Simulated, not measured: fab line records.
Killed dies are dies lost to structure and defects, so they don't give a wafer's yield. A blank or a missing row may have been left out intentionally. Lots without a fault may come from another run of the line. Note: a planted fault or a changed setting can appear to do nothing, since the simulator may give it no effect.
fab line records + flow sky130
record:
- lots: 5
- wafers: 15
- last_day: 50
route steps=708 shown VIA1@467
lots with no fault: from the same line, run without faults
start_h: start of the lot's first displayed wafer, in hours after the record's first day + wait_h: hours from the lot's prior step to this one + " repeats the value in the row above + L1.1+2: several wafers, shown together as one row + - no value, or no start was given + * or withheld: withheld + < > ~ a bound
route shown NAME@n: names a module that has steps shown in the file, with the first one's number in the route + usual: mean/standard deviation of fault-free wafers + same: alike in all rows + chamber/n: place in a boat + sites: each site's reading + _std_site: standard deviation of those values + _edge_site: the outer-site mean with the inner-site mean subtracted + radius_mm: how far each site lies from the wafer's centre + mask NAME#n: copy n + behind: the most recent tool/chamber to have shaped the wafer + hold: what put the lot on hold/how long, in hours/how the hold closed + device: the transistor (n, p or np) that didn't switch + end of line: the tests these same wafers got at the end of their route + step lacking rows: just its recipe + killed: not the wafer's yield, but the dies lost to structure and defects at the first sort + map: shows each die of a wafer: x if killed, . if not, _ if none is there
set.NAME: setting as actually run; set.NAME@STEP: the setting as run at that earlier step + model.NAME: the simulator's own value behind a step, which no gauge read
lots at some steps of the route; a table a step, a row a wafer
services: from which hour (start_h, from the record's first day; less than 0 if before it) a tool's chamber was out of use, for how many hours, and why
== steps ==
step: SKY_VIA1_EXPOSE_09
recipe:
- mask_id: VIM
- na: 0.8
- source_shape: annular
- sigma_inner: 0.55
- sigma_outer: 0.85
- target_cd_nm: 150
- dose_mj: 38
step: SKY_VIA1_PEB_10
recipe:
- peb_temp_c: withheld
- peb_time_s: withheld
- resist: KrF-thick
step: SKY_VIA1_DEVELOP_11
recipe:
- develop_time_s: 60
- resist: KrF-thick
- dev_temp_c: 21
step: SKY_VIA1_CD_MEAS_12
recipe:
- target_cd_nm: 150
usual:
- cd_nm: 150.3/1.3
| lot.wafer | tool      | chamber | start_h | wait_h | cd_nm |
|-----------|-----------|---------|---------|--------|-------|
| L996.1    | cd_sem-02 | -       | 805.69  | -      | 149.4 |
| L996.2    | "         | -       | "       | "      | 149.3 |
| L996.5    | "         | -       | "       | "      | 149.9 |
| L109.1    | cd_sem-02 | -       | 901.42  | -      | 150.4 |
| L109.4    | "         | -       | "       | "      | 150.5 |
| L109.5    | "         | -       | "       | "      | 151.1 |
| L111.1    | cd_sem-02 | -       | 920.68  | -      | 148.7 |
| L111.2    | "         | -       | "       | "      | 146.6 |
| L111.3    | "         | -       | "       | "      | 149.2 |
| L115.1    | cd_sem-01 | -       | 948.88  | -      | 152.8 |
| L115.2    | "         | -       | "       | "      | 151.9 |
| L115.6    | "         | -       | "       | "      | 152.3 |
| L117.2    | cd_sem-02 | -       | 957.88  | -      | 151.5 |
| L117.4    | "         | -       | "       | "      | 152.5 |
| L117.5    | "         | -       | "       | "      | 149.9 |
step: SKY_VIA1_OVL_MEAS_13
usual:
- VIA1_OVL: -2/5.5
| lot.wafer | tool       | chamber | start_h | wait_h | VIA1_OVL[nm] |
|-----------|------------|---------|---------|--------|--------------|
| L996.1    | overlay-02 | -       | 805.81  | 0.1    | -4           |
| L996.2    | "          | -       | "       | "      | -7           |
| L996.5    | "          | -       | "       | "      | -11          |
| L109.1    | overlay-02 | -       | 901.54  | 0.1    | 10           |
| L109.4    | "          | -       | "       | "      | 2            |
| L109.5    | "          | -       | "       | "      | 8            |
| L111.1    | overlay-02 | -       | 920.80  | 0.1    | -6           |
| L111.2    | "          | -       | "       | "      | 6            |
| L111.3    | "          | -       | "       | "      | -5           |
| L115.1    | overlay-02 | -       | 949.00  | 0.1    | -3           |
| L115.2    | "          | -       | "       | "      | -5           |
| L115.6    | "          | -       | "       | "      | 2            |
| L117.2    | overlay-01 | -       | 957.99  | 0.1    | -7           |
| L117.4    | "          | -       | "       | "      | 7            |
| L117.5    | "          | -       | "       | "      | -3           |
step: SKY_VIA1_ETCH_14
recipe:
- chemistry: N2/H2
- target: BARC
- ion_energy_ev: 200
- source_w: 500
- bias_w: 100
- pressure_mtorr: 30
- n2_flow_sccm: 100
- h2_flow_sccm: 200
- stop_on: SiO2
- time_s: 45.9
- target_depth_a: 600
usual:
- drypump_motor_current_A: 6.0/0.36
- h2_flow_sccm: 200.0/0.57
- oes_product_au: 0.855/0.0048
- throttle_valve_pct: 13.225/0.0089
| lot.wafer | tool        | chamber | start_h | wait_h | drypump_motor_current_A | h2_flow_sccm | oes_product_au | rf_hours_counter_h | throttle_valve_pct |
|-----------|-------------|---------|---------|--------|-------------------------|--------------|----------------|--------------------|--------------------|
| L996.1    | rie_diel-04 | 2       | 805.84  | 0.0    | 6.6                     | 198.8        | 0.844          | 4                  | 13.212             |
| L996.2    | "           | 0       | "       | "      | 5.7                     | 200.6        | 0.855          | 12                 | 13.222             |
| L996.5    | "           | 1       | "       | "      | 6.2                     | 200.2        | 0.859          | -                  | 13.216             |
| L109.1    | rie_diel-02 | 0       | 901.57  | 0.0    | 5.1                     | 200.5        | 0.847          | 7                  | 13.218             |
| L109.4    | "           | 0       | "       | "      | 5.1                     | 201.1        | 0.849          | -                  | 13.214             |
| L109.5    | "           | 3       | "       | "      | 5.7                     | 199.1        | 0.855          | -                  | 13.225             |
| L111.1    | rie_diel-02 | 2       | 920.84  | 0.0    | 5.8                     | 199.2        | 0.860          | 10                 | 13.237             |
| L111.2    | "           | 3       | "       | "      | 5.7                     | 199.5        | 0.863          | 9                  | 13.226             |
| L111.3    | "           | 0       | "       | "      | 5.1                     | 199.7        | 0.859          | 8                  | 13.233             |
| L115.1    | rie_diel-01 | 0       | 949.04  | 0.0    | 6.2                     | 200.1        | 0.854          | 13                 | 13.219             |
| L115.2    | "           | 3       | "       | "      | 5.5                     | 199.9        | 0.851          | 17                 | 13.224             |
| L115.6    | "           | 1       | "       | "      | 6.2                     | 199.2        | 0.854          | -                  | 13.232             |
| L117.2    | rie_diel-02 | 0       | 958.02  | 0.0    | 5.1                     | 200.8        | 0.854          | 9                  | 13.217             |
| L117.4    | "           | 1       | "       | "      | 5.7                     | 200.0        | 0.859          | 10                 | 13.229             |
| L117.5    | "           | 3       | "       | "      | 5.7                     | 199.7        | 0.853          | -                  | 13.234             |
step: SKY_VIA1_ETCH_15
recipe:
- target: SiO2
- chemistry: C4F8/O2/Ar
- target_depth_nm: 351
- stop_on: TiN
- mask_material: KrF-thick
- source_w: 1500
- bias_w: 1200
- pressure_mtorr: 40
- c4f8_flow_sccm: withheld
- O2_flow_sccm: 6
- Ar_flow_sccm: 300
- time_s: 54
usual:
- oes_product_au: 0.981/0.0071
| lot.wafer | tool        | chamber | start_h | wait_h | oes_product_au | rf_hours_counter_h |
|-----------|-------------|---------|---------|--------|----------------|--------------------|
| L996.1    | rie_diel-04 | 2       | 805.88  | 0.0    | 0.978          | 4                  |
| L996.2    | "           | 0       | "       | "      | 0.986          | 12                 |
| L996.5    | "           | 1       | "       | "      | 0.967          | -                  |
| L109.1    | rie_diel-02 | 0       | 901.62  | 0.0    | 0.994          | 7                  |
| L109.4    | "           | 0       | "       | "      | 0.989          | -                  |
| L109.5    | "           | 3       | "       | "      | 0.989          | -                  |
| L111.1    | rie_diel-02 | 2       | 920.88  | 0.0    | 0.987          | 10                 |
| L111.2    | "           | 3       | "       | "      | 0.978          | 9                  |
| L111.3    | "           | 0       | "       | "      | 0.990          | 8                  |
| L115.1    | rie_diel-01 | 0       | 949.08  | 0.0    | 0.988          | 13                 |
| L115.2    | "           | 3       | "       | "      | 0.977          | 17                 |
| L115.6    | "           | 1       | "       | "      | 0.975          | -                  |
| L117.2    | rie_diel-02 | 0       | 958.06  | 0.0    | 0.984          | 9                  |
| L117.4    | "           | 1       | "       | "      | 0.981          | 11                 |
| L117.5    | "           | 3       | "       | "      | 0.987          | -                  |
step: SKY_VIA1_STRIP_16
recipe:
- chemistry: O2/N2
- power_w: 1400
- pressure_mtorr: 1500
- platen_temp_c: withheld
- o2_flow_sccm: 3000
- n2_flow_sccm: 300
- overash_fraction: 0.5
usual:
- drypump_motor_current_A: 5.6/0.5
- oes_product_au: 0.416/0.0052
- strip_time_to_endpoint_s: 4.453/0.026
| lot.wafer | tool            | chamber | start_h | wait_h | drypump_motor_current_A | oes_product_au | rf_hours_counter_h | strip_time_to_endpoint_s |
|-----------|-----------------|---------|---------|--------|-------------------------|----------------|--------------------|--------------------------|
| L996.1    | plasma_asher-01 | 1       | 805.93  | 0.0    | 5.4                     | 0.418          | 67                 | 4.454                    |
| L996.2    | "               | 0       | "       | "      | 6.6                     | 0.412          | 67                 | 4.409                    |
| L996.5    | "               | 1       | "       | "      | 5.4                     | 0.418          | -                  | 4.481                    |
| L109.1    | plasma_asher-04 | 0       | 901.66  | 0.0    | 5.3                     | 0.413          | 15                 | 4.446                    |
| L109.4    | "               | 0       | "       | "      | 5.3                     | 0.420          | -                  | 4.424                    |
| L109.5    | "               | 0       | "       | "      | 5.3                     | 0.414          | -                  | 4.462                    |
| L111.1    | plasma_asher-02 | 1       | 920.93  | 0.0    | 5.4                     | 0.419          | 49                 | 4.453                    |
| L111.2    | "               | 0       | "       | "      | 5.5                     | 0.411          | 49                 | 4.446                    |
| L111.3    | "               | 1       | "       | "      | 5.4                     | 0.430          | -                  | 4.419                    |
| L115.1    | plasma_asher-01 | 0       | 949.13  | 0.0    | 6.6                     | 0.413          | 81                 | 4.439                    |
| L115.2    | "               | 1       | "       | "      | 5.4                     | 0.410          | 81                 | 4.489                    |
| L115.6    | "               | 1       | "       | "      | 5.4                     | 0.408          | -                  | 4.471                    |
| L117.2    | plasma_asher-01 | 1       | 958.11  | 0.0    | 5.4                     | 0.411          | 82                 | 4.432                    |
| L117.4    | "               | 1       | "       | "      | 5.4                     | 0.425          | -                  | 4.447                    |
| L117.5    | "               | 0       | "       | "      | 6.6                     | 0.409          | -                  | 4.446                    |
step: SKY_VIA1_STRIP_17
recipe:
- chemistry: post_etch_residue_remover
- time_s: 1200
- temp_c: 72.5
step: SKY_VIA1_CLEAN_18
recipe:
- chemistry: IPA
- time_s: 180
- temp_c: 25
step: SKY_VIA1_CLEAN_19
recipe:
- chemistry: O3/DIW
- dry: n2_spin
step: SKY_VIA1_SPUTTER_20
recipe:
- material: TiN
- target_thk_nm: 20
- chamber_pressure_pa: 5
- power_w: 4000
- time_s: 80
usual:
- throttle_valve_pct: 30.3/1.1
| lot.wafer | tool           | chamber | start_h | wait_h | throttle_valve_pct |
|-----------|----------------|---------|---------|--------|--------------------|
| L996.1    | pvd_sputter-02 | -       | 806.53  | 0.0    | 31.2               |
| L996.2    | "              | -       | "       | "      | 31.1               |
| L996.5    | "              | -       | "       | "      | 31.6               |
| L109.1    | pvd_sputter-04 | -       | 902.34  | 0.0    | 28.8               |
| L109.4    | "              | -       | "       | "      | 31.6               |
| L109.5    | "              | -       | "       | "      | 29.0               |
| L111.1    | pvd_sputter-04 | -       | 921.52  | 0.0    | 31.8               |
| L111.2    | "              | -       | "       | "      | 28.9               |
| L111.3    | "              | -       | "       | "      | 31.3               |
| L115.1    | pvd_sputter-04 | -       | 949.72  | 0.0    | 32.0               |
| L115.2    | "              | -       | "       | "      | 29.0               |
| L115.6    | "              | -       | "       | "      | 31.6               |
| L117.2    | pvd_sputter-04 | -       | 958.70  | 0.0    | 28.9               |
| L117.4    | "              | -       | "       | "      | 30.6               |
| L117.5    | "              | -       | "       | "      | 31.8               |
step: SKY_VIA1_CVD_21
recipe:
- material: W
- target_thk_nm: 270
- time_s: 80.902
- temp_c: 400
- pressure_torr: 40
usual:
- heater_power_w: 873/91
| lot.wafer | tool     | chamber | start_h | wait_h | heater_power_w | model.W_of_VIA1_CVD_21.thk_nm |
|-----------|----------|---------|---------|--------|----------------|-------------------------------|
| L996.1    | cvd_w-01 | 0       | 806.59  | 0.0    | 889            | 216.3                         |
| L996.2    | "        | 1       | "       | "      | 768            | 268.4                         |
| L996.5    | "        | 0       | "       | "      | 902            | 264.3                         |
| L109.1    | cvd_w-01 | 1       | 902.40  | 0.0    | 800            | 269.7                         |
| L109.4    | "        | 0       | "       | "      | 878            | 271.9                         |
| L109.5    | "        | 0       | "       | "      | 877            | 268.4                         |
| L111.1    | cvd_w-02 | 0       | 921.58  | 0.0    | 841            | 268.3                         |
| L111.2    | "        | 1       | "       | "      | 990            | 262                           |
| L111.3    | "        | 1       | "       | "      | 1049           | 267.1                         |
| L115.1    | cvd_w-02 | 0       | 949.78  | 0.0    | 820            | 273.2                         |
| L115.2    | "        | 1       | "       | "      | 1007           | 263.7                         |
| L115.6    | "        | 1       | "       | "      | 1048           | 262.9                         |
| L117.2    | cvd_w-02 | 0       | 958.76  | 0.0    | 815            | 267.7                         |
| L117.4    | "        | 0       | "       | "      | 796            | 267.4                         |
| L117.5    | "        | 0       | "       | "      | 821            | 266.9                         |
step: SKY_VIA1_RS_MEAS_22
recipe:
- thk_meas_gauge: four-point-probe
- reads: W_of_VIA1_CVD_21+TiN_of_VIA1_SPUTTER_20
usual:
- VIA1_W_RS: 0.428/0.0064
| lot.wafer | tool          | chamber | start_h | wait_h | VIA1_W_RS[ohm/sq] |
|-----------|---------------|---------|---------|--------|-------------------|
| L996.1    | film_metro-02 | -       | 806.68  | 0.1    | 0.534             |
| L996.2    | "             | -       | "       | "      | 0.429             |
| L996.5    | "             | -       | "       | "      | 0.435             |
| L109.1    | film_metro-04 | -       | 902.49  | 0.1    | 0.428             |
| L109.4    | "             | -       | "       | "      | 0.425             |
| L109.5    | "             | -       | "       | "      | 0.429             |
| L111.1    | film_metro-02 | -       | 921.68  | 0.1    | 0.429             |
| L111.2    | "             | -       | "       | "      | 0.440             |
| L111.3    | "             | -       | "       | "      | 0.431             |
| L115.1    | film_metro-04 | -       | 949.87  | 0.1    | 0.422             |
| L115.2    | "             | -       | "       | "      | 0.438             |
| L115.6    | "             | -       | "       | "      | 0.439             |
| L117.2    | film_metro-02 | -       | 958.87  | 0.1    | 0.431             |
| L117.4    | "             | -       | "       | "      | 0.430             |
| L117.5    | "             | -       | "       | "      | 0.431             |
step: SKY_VIA1_THK_MEAS_23
recipe:
- thk_meas_gauge: xrf
- reads: W_of_VIA1_CVD_21
usual:
- VIA1_W_THK: 263/4.8
| lot.wafer | tool          | chamber | start_h | wait_h | VIA1_W_THK[nm] |
|-----------|---------------|---------|---------|--------|----------------|
| L996.1    | film_metro-02 | -       | 806.80  | 0.1    | 210            |
| L996.2    | "             | -       | "       | "      | 257            |
| L996.5    | "             | -       | "       | "      | 255            |
| L109.1    | film_metro-04 | -       | 902.61  | 0.1    | 262            |
| L109.4    | "             | -       | "       | "      | 264            |
| L109.5    | "             | -       | "       | "      | 260            |
| L111.1    | film_metro-02 | -       | 921.80  | 0.1    | 260            |
| L111.2    | "             | -       | "       | "      | 254            |
| L111.3    | "             | -       | "       | "      | 260            |
| L115.1    | film_metro-04 | -       | 949.99  | 0.1    | 266            |
| L115.2    | "             | -       | "       | "      | 256            |
| L115.6    | "             | -       | "       | "      | 257            |
| L117.2    | film_metro-02 | -       | 958.98  | 0.1    | 262            |
| L117.4    | "             | -       | "       | "      | 260            |
| L117.5    | "             | -       | "       | "      | 259            |
step: SKY_VIA1_CMP_24
recipe:
- stop_on: SiO2
- t_overpolish_s: 15
- down_force_psi: 3.5
- platen_rpm: 60
- target_thk_nm: 0
- pad_velocity_m_s: 0.94248
usual:
- head_pressure_psi: 3.499/0.0082
- motor_current_A: 10.6/0.83
- slurry_flow_ml_min: 150.0/0.51
- time_to_endpoint_s: 67/3.6
| lot.wafer | tool   | chamber | start_h | wait_h | head_pressure_psi | motor_current_A | slurry_flow_ml_min | time_to_endpoint_s |
|-----------|--------|---------|---------|--------|-------------------|-----------------|--------------------|--------------------|
| L996.1    | cmp-02 | 1       | 806.91  | 0.1    | 3.516             | 10.6            | 149.4              | 59                 |
| L996.2    | "      | 2       | "       | "      | 3.499             | 11.3            | 150.6              | 69                 |
| L996.5    | "      | 1       | "       | "      | 3.503             | 11.4            | 150.0              | 70                 |
| L109.1    | cmp-02 | 2       | 902.77  | 0.1    | 3.497             | 11.2            | 149.9              | 62                 |
| L109.4    | "      | 3       | "       | "      | 3.502             | 10.1            | 149.8              | 67                 |
| L109.5    | "      | 0       | "       | "      | 3.498             | 9.4             | 150.0              | 58                 |
| L111.3    | cmp-01 | 0       | 921.86  | 0.0    | 3.497             | 12.3            | 149.9              | 65                 |
| L111.1    | "      | 2       | "       | "      | 3.506             | 9.5             | 150.3              | 69                 |
| L111.2    | "      | 3       | "       | "      | 3.497             | 11.0            | 150.2              | 61                 |
| L115.1    | cmp-02 | 3       | 950.20  | 0.2    | 3.498             | 10.8            | 149.9              | 68                 |
| L115.2    | "      | 1       | "       | "      | 3.499             | 10.7            | 150.0              | 65                 |
| L115.6    | "      | 3       | "       | "      | 3.494             | 10.9            | 150.1              | 67                 |
| L117.4    | cmp-01 | 0       | 959.08  | 0.1    | 3.508             | 11.2            | 149.7              | 61                 |
| L117.2    | "      | 2       | "       | "      | 3.506             | 9.8             | 149.8              | 68                 |
| L117.5    | "      | 0       | "       | "      | 3.504             | 11.4            | 148.8              | 63                 |
== services ==
| tool            | chamber | start_h | hours | kind   |
|-----------------|---------|---------|-------|--------|
| pvd_sputter-04  | -       | 785.26  | 3.4   | repair |
| cmp-02          | -       | 790.68  | 0.4   | repair |
| cmp-01          | -       | 802.97  | 4.3   | repair |
| pvd_sputter-04  | -       | 815.04  | 4.4   | repair |
| cmp-02          | -       | 815.23  | 2.9   | pm     |
| rie_diel-02     | 0       | 837.71  | 29.9  | repair |
| rie_diel-02     | 1       | 838.22  | 2.0   | repair |
| rie_diel-02     | 1       | 842.52  | 5.1   | repair |
| cmp-02          | -       | 844.32  | 3.1   | repair |
| cmp-01          | -       | 853.38  | 0.8   | repair |
| rie_diel-02     | 2       | 859.79  | 1.9   | repair |
| cmp-01          | -       | 860.90  | 0.3   | repair |
| cvd_w-01        | 1       | 870.33  | 4.2   | repair |
| cvd_w-02        | -       | 890.33  | 4.3   | pm     |
| rie_diel-02     | 1       | 897.06  | 14.5  | repair |
| rie_diel-01     | 2       | 897.63  | 7.3   | repair |
| cvd_w-01        | -       | 904.00  | 14.0  | pm     |
| plasma_asher-01 | -       | 904.09  | 1.9   | repair |
| pvd_sputter-04  | -       | 907.88  | 1.4   | repair |
| rie_diel-01     | 1       | 908.34  | 7.2   | repair |
| cmp-01          | -       | 912.00  | 4.0   | pm     |
| pvd_sputter-04  | -       | 914.06  | 1.5   | repair |
| plasma_asher-01 | -       | 918.16  | 0.6   | repair |
| rie_diel-02     | 3       | 927.68  | 4.2   | repair |
== key ==
first_sign:
- step: SKY_VIA1_RS_MEAS_22
- reading: VIA1_W_RS
- direction: up
- sigmas: 17
- usual: 0.428
- struck: 0.534
effect:
- step: SKY_VIA1_THK_MEAS_23
- reading: VIA1_W_THK
- direction: down
- sigmas: 11
- usual: 263
- struck: 210
model_effect:
- step: SKY_VIA1_CVD_21
- value: W_of_VIA1_CVD_21.thk_nm
- without: 263.9
- struck: 216.3
met_at SKY_VIA1_CVD_21
struck_wafers L996.1
fault:
- kind: process_parameter_drift
- tool: cvd_w-01
- chamber: -
- onset_h: 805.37
- steps: SKY_VIA1_CVD_21
- channel: target_thk_nm
- offset: -47.822
- shape: step
- end_h: 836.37
- scope: struck_wafers_only
- acts_in: these_recipes_only
- stated: 270
